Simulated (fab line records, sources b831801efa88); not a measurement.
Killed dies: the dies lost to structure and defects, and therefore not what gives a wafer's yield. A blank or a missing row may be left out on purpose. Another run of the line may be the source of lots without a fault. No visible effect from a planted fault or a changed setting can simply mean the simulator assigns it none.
A sampling plan put to the test | flow sfq line | 22 faults told of in these records, all on one fab line, each judged by the records of the lots it struck
The line's own looks make up the plan; these are the steps of the route where a gauge or inspection reads the wafer and leaves it unchanged. A look is open to judgement when struck wafers have a number at it and the file gives its usual mean and standard deviation on fault-free wafers. Caught: at a look after the fault's first step, the mean of the struck wafers lies 4 or more of those standard deviations (sigma) from the usual mean. On the tool: the test repeated on the tool's own readings taken at the fault's steps. If the struck wafers alone have a blank record, or they carry another recipe, that too counts as caught.

## THE FAULTS, as the simulator had put them in
1. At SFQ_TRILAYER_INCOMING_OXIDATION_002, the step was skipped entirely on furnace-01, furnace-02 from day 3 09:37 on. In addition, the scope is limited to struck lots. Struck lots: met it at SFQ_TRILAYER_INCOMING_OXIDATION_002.
2. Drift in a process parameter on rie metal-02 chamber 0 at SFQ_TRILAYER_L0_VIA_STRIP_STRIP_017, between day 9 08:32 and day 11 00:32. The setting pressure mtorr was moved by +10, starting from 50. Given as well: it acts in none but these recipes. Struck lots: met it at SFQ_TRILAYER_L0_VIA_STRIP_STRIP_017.
3. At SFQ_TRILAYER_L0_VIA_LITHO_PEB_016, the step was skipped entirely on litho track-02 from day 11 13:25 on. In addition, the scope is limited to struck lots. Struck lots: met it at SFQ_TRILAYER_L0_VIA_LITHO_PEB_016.
4. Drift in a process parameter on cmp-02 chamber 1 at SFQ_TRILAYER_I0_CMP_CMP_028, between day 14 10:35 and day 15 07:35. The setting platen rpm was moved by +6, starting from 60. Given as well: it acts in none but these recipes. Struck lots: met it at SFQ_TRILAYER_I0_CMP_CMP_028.
5. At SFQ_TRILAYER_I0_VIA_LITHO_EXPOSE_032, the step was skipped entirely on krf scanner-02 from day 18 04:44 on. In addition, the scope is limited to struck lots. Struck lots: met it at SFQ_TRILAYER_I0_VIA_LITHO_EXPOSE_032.
6. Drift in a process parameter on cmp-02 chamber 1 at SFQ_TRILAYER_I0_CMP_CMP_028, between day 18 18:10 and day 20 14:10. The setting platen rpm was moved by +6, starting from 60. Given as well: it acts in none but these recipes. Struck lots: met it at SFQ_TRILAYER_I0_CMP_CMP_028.
7. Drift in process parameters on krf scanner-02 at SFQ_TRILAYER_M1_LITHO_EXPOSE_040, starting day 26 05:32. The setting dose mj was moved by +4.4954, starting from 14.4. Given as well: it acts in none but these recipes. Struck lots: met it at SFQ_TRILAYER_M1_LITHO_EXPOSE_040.
8. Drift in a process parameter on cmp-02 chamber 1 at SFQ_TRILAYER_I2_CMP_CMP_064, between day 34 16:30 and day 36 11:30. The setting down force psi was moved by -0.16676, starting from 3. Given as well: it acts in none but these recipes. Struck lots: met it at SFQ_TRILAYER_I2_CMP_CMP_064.
9. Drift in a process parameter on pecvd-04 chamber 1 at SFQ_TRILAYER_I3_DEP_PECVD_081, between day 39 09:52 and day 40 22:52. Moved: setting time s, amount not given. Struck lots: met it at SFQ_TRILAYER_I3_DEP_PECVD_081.
10. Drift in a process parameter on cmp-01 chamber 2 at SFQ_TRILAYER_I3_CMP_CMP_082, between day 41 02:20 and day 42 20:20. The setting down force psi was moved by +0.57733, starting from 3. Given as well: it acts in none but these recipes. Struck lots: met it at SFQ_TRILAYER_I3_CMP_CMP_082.
11. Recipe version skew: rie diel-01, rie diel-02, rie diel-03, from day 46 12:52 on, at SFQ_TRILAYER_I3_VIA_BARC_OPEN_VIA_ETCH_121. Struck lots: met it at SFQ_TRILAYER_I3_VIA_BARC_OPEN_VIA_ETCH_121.
12. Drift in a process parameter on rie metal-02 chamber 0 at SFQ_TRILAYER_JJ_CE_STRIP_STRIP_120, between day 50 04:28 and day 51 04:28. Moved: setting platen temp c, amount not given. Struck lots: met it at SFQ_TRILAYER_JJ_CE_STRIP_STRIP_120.
13. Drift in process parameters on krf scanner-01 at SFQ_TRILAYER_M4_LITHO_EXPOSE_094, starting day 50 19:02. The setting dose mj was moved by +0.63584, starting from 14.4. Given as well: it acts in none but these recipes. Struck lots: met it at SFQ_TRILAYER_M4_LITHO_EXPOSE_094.
14. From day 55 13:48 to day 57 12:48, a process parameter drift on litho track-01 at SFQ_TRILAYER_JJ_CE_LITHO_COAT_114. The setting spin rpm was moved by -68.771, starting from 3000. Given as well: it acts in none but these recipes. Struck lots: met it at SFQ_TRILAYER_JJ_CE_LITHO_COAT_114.
15. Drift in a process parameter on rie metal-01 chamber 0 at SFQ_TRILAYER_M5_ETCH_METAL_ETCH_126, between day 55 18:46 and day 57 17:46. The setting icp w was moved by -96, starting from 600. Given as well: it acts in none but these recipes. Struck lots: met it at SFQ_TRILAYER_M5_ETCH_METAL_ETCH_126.
16. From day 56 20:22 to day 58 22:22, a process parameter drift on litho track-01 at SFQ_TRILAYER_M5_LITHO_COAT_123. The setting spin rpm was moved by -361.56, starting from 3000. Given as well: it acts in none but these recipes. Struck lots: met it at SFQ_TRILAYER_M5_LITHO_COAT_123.
17. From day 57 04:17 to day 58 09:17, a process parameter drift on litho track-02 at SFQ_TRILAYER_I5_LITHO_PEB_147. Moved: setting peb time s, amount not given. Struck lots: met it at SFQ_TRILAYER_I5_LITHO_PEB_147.
18. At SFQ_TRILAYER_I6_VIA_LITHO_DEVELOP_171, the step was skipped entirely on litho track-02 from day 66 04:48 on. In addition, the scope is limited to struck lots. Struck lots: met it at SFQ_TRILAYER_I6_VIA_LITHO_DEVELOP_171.
19. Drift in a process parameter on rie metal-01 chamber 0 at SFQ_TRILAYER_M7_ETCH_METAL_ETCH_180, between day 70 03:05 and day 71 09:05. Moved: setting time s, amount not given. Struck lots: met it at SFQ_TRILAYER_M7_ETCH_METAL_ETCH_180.
20. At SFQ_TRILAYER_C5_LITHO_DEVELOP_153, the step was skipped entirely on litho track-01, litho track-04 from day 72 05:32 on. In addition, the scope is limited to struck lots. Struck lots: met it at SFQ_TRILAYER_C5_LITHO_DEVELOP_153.
21. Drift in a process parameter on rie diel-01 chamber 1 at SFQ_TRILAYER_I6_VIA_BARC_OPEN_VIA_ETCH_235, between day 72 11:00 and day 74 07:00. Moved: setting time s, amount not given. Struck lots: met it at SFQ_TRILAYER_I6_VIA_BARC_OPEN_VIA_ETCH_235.
22. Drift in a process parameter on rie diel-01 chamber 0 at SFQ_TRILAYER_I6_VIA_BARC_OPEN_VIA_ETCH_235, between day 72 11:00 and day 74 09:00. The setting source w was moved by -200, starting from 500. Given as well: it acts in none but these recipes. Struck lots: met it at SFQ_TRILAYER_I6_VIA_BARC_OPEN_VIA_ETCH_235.

## WHAT THE PLAN SAW
fault | on the tool itself                               | first look that catches it                      | reading, sigma | median hours from its first step to that look | hours from the fault's start to the first struck lot there | judged looks passed uncaught
1     | the tool's record is blank for the struck wafers | no look after it can be judged                  | -              | -                                             | -                                                          | 0
2     | chamber pressure mTorr +99 or beyond sigma       | no look after it can be judged                  | -              | -                                             | -                                                          | 0
3     | the tool's record is blank for the struck wafers | not the one look that can be judged after it    | -              | -                                             | -                                                          | 1
4     | platen rpm +99 or beyond sigma                   | not the one look that can be judged after it    | -              | -                                             | -                                                          | 1
5     | no reading that can be judged                    | no look after it can be judged                  | -              | -                                             | -                                                          | 0
6     | platen rpm +99 or beyond sigma                   | not the one look that can be judged after it    | -              | -                                             | -                                                          | 1
7     | exposure dose mJ cm2 +99 or beyond sigma         | no look after it can be judged                  | -              | -                                             | -                                                          | 0
8     | head pressure psi -25 sigma                      | no look after it can be judged                  | -              | -                                             | -                                                          | 0
9     | run length s -15 sigma                           | no look after it can be judged                  | -              | -                                             | -                                                          | 0
10    | head pressure psi +83 sigma                      | no look after it can be judged                  | -              | -                                             | -                                                          | 0
11    | oes product au +25 sigma                         | none of the 3 looks that can be judged after it | -              | -                                             | -                                                          | 3
12    | platen temp c +5.2 sigma                         | no look after it can be judged                  | -              | -                                             | -                                                          | 0
13    | exposure dose mJ cm2 +42 sigma                   | not the one look that can be judged after it    | -              | -                                             | -                                                          | 1
14    | spin speed rpm -35 sigma                         | no look after it can be judged                  | -              | -                                             | -                                                          | 0
15    | rf fwd power W -52 sigma                         | no look after it can be judged                  | -              | -                                             | -                                                          | 0
16    | spin speed rpm -99 or beyond sigma               | no look after it can be judged                  | -              | -                                             | -                                                          | 0
17    | heater power total W +99 or beyond sigma         | no look after it can be judged                  | -              | -                                             | -                                                          | 0
18    | the tool's record is blank for the struck wafers | no look after it can be judged                  | -              | -                                             | -                                                          | 0
19    | run length s -7.9 sigma                          | no look after it can be judged                  | -              | -                                             | -                                                          | 0
20    | the tool's record is blank for the struck wafers | not the one look that can be judged after it    | -              | -                                             | -                                                          | 1
21    | run length s +28 sigma                           | no look after it can be judged                  | -              | -                                             | -                                                          | 0
22    | rf fwd power W -90 sigma                         | no look after it can be judged                  | -              | -                                             | -                                                          | 0
Dash: fault not caught, or number not given in these records.

Caught at a look: 0 of 22. Caught on the tool: 21 of 22. By one or the other: 21 of 22.
Faults caught by the tool alone: 1, 2, 3, 4, 6, 7, 8, 9, 10, 11, 12, 13, 14, 15, 16, 17, 18, 19, 20, 21, 22.
Caught by neither: fault 5.
